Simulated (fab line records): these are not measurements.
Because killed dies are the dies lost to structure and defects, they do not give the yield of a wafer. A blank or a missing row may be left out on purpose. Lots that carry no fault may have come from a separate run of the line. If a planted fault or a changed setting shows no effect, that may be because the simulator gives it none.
8D (eight disciplines) problem report, filled in by code || flow sfq line || the parts of the form that need people (team, actions taken, sign-off) are left out

## 1. WHAT IS WRONG
time to endpoint s at SFQ_TRILAYER_I6_CMP_CMP_166 reads a mean of 116 s on 6 wafers of 3 lots; wafers without a fault read 211 s with a standard deviation of 6.7. Measured from the usual mean, that is -14 standard deviations.
The step: polishes SiO2.
Earliest sighting: wafer L493.4 on cmp-01 at day 78 12:03. Wafers with a number at this step in the record: 45, from 15 lots. Rule for "out" (also "out of limits"): further than 4 standard deviations from the usual mean. All remaining wafers that have a number are taken as sound.

## 2. WHAT IT IS, AND WHAT IT ISN'T
{"question": "which readings at this step", "is": "time to endpoint s", "is not": "motor current A"}
{"question": "which lots", "is": "L493, L494, L498", "is not": "L482, L483, L484, L486, L487, L488, L489, L490, L492, L495, L496, L505"}
{"question": "which wafers of those lots", "is": "L493.4, L493.5, L494.2, L494.4, L498.4, L498.5", "is not": "L493.3, L494.3, L498.3"}
{"question": "read on which tools", "is": "cmp-01", "is not": "cmp-02"}
{"question": "when", "is": "from day 78 12:03", "is not": "up to then (27 sound wafers); but 12 sound wafers of L493, L494, L495, L496, L498, L505 came after"}

## 3. THE SUSPECTS, EACH WITH WHAT RULES IT OUT
Counting: a tool at a process step up to the reading stays a suspect if it ran every lot that is out. Sound lots after the first of them don't rule it out here, since some wafers of a struck lot are sound.
- cmp-01 at SFQ_TRILAYER_I6_CMP_CMP_166 (polishes SiO2): kept. Ran every lot that is out, first one L493 (day 78 12:03); last sound lot up to then L492 (day 78 08:33). Out on those wafers are its own readings of time to endpoint s.
The count leaves cmp-01 at SFQ_TRILAYER_I6_CMP_CMP_166.

## 4. THE CAUSE (what the simulator had put in)
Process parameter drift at SFQ_TRILAYER_I6_CMP_CMP_166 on cmp-01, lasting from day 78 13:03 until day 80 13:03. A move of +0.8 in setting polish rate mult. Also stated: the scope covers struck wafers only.
After counting, this tool was the only one left.

## 5. THE CHAIN OF EFFECTS, in route order
Each row: a reading where the mean over the struck wafers with a number is more than 3 standard deviations away from the usual. Only readings for which the record gives a usual standard deviation are gone through. hours: the time from each lot's start at the first step in this table that gives one to its start at this step, as a median over the lots. sigmas: the change in usual standard deviations.
{"hours": 0, "step": "SFQ_TRILAYER_I6_CMP_CMP_166", "reading": "time to endpoint s", "usual": "211 s", "on struck wafers": 116, "change": -95, "sigmas": -14}
Process steps it contains:
- SFQ_TRILAYER_I6_CMP_CMP_166: polishes SiO2.
Later steps that measure or inspect, where all struck wafers having a row at the step show a number for every such reading and not one has moved that far: SFQ_I7_BOW_MEAS_946.

## 6. WHAT WOULD HAVE CAUGHT IT SOONER
In this record the first reading out of limits was taken at day 78 12:03.
